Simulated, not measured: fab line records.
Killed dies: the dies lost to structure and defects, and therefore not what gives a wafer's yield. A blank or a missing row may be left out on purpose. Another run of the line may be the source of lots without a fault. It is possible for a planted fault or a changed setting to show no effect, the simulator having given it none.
Matching of chambers || flow gf180mcu || GF_STI_ETCH_14 on rie_si-02 has 4 sister chambers
The step etches Si in HBr/Cl2/O2, target depth 360 nm, time 102.9 s. 8 wafers are shown with their chamber, then 9 later ones without.

== WAFERS WITH THEIR CHAMBER ==
{"wafer": "L383.5", "chamber": 0, "run_length_s (s)": 131.8, "oes_product_au (a.u.)": 0.991}
{"wafer": "L384.6", "chamber": 1, "run_length_s (s)": 131.2, "oes_product_au (a.u.)": 0.996}
{"wafer": "L386.1", "chamber": 1, "run_length_s (s)": 131.2, "oes_product_au (a.u.)": 0.989}
{"wafer": "L386.5", "chamber": 0, "run_length_s (s)": 131.4, "oes_product_au (a.u.)": 0.993}
{"wafer": "L390.3", "chamber": 3, "run_length_s (s)": 131.4, "oes_product_au (a.u.)": 1.006}
{"wafer": "L390.4", "chamber": 2, "run_length_s (s)": 130.9, "oes_product_au (a.u.)": 1.006}
{"wafer": "L390.5", "chamber": 2, "run_length_s (s)": 131.0, "oes_product_au (a.u.)": 0.999}
{"wafer": "L391.2", "chamber": 3, "run_length_s (s)": 131.5, "oes_product_au (a.u.)": 1.001}

== WAFERS WITH NO CHAMBER GIVEN ==
{"wafer": "L391.5", "run_length_s (s)": 130.9, "oes_product_au (a.u.)": 0.991}
{"wafer": "L391.6", "run_length_s (s)": 131.1, "oes_product_au (a.u.)": 1.000}
{"wafer": "L392.1", "run_length_s (s)": 131.4, "oes_product_au (a.u.)": 0.986}
{"wafer": "L392.4", "run_length_s (s)": 132.1, "oes_product_au (a.u.)": 1.000}
{"wafer": "L392.6", "run_length_s (s)": 131.4, "oes_product_au (a.u.)": 1.006}
{"wafer": "L393.1", "run_length_s (s)": 131.3, "oes_product_au (a.u.)": 0.993}
{"wafer": "L393.2", "run_length_s (s)": 130.9, "oes_product_au (a.u.)": 0.994}
{"wafer": "L393.6", "run_length_s (s)": 130.8, "oes_product_au (a.u.)": 0.994}
{"wafer": "L400.6", "run_length_s (s)": 130.7, "oes_product_au (a.u.)": 1.001}

== THE CHAMBER EACH PASSED THROUGH ==
{"wafer": "L391.5", "from the rows above": "can't be placed: 1 or 2", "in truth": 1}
{"wafer": "L391.6", "from the rows above": "can't be placed: 2 or 1 or 3", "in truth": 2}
{"wafer": "L392.1", "from the rows above": "can't be placed: 0 or 1", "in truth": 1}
{"wafer": "L392.4", "from the rows above": "can't be placed: 0 or 3", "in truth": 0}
{"wafer": "L392.6", "from the rows above": 3, "in truth": 3}
{"wafer": "L393.1", "from the rows above": "can't be placed: 1 or 0", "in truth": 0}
{"wafer": "L393.2", "from the rows above": "can't be placed: 1 or 2", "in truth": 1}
{"wafer": "L393.6", "from the rows above": "can't be placed: 2 or 1", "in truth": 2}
{"wafer": "L400.6", "from the rows above": 2, "in truth": 2}
Correct placement for 2 of the 9. Cannot be placed on the basis of these rows: 7; the candidates contain the true chamber in 7. 0 placed wrongly.
How it was worked out, from the rows above alone: a wafer's distance from a chamber is the root of the sum, over the readings, of the square of ((its reading less the chamber's mean) divided by the reading's scatter). The wafer belongs to the nearest chamber; if the next one is less than 2 further off, it can't be placed. A chamber's mean is the mean of its shown wafers. The scatter: take each reading less its chamber's mean, square it, sum over the shown wafers, divide by the number of wafers less the number of chambers, and take the root.
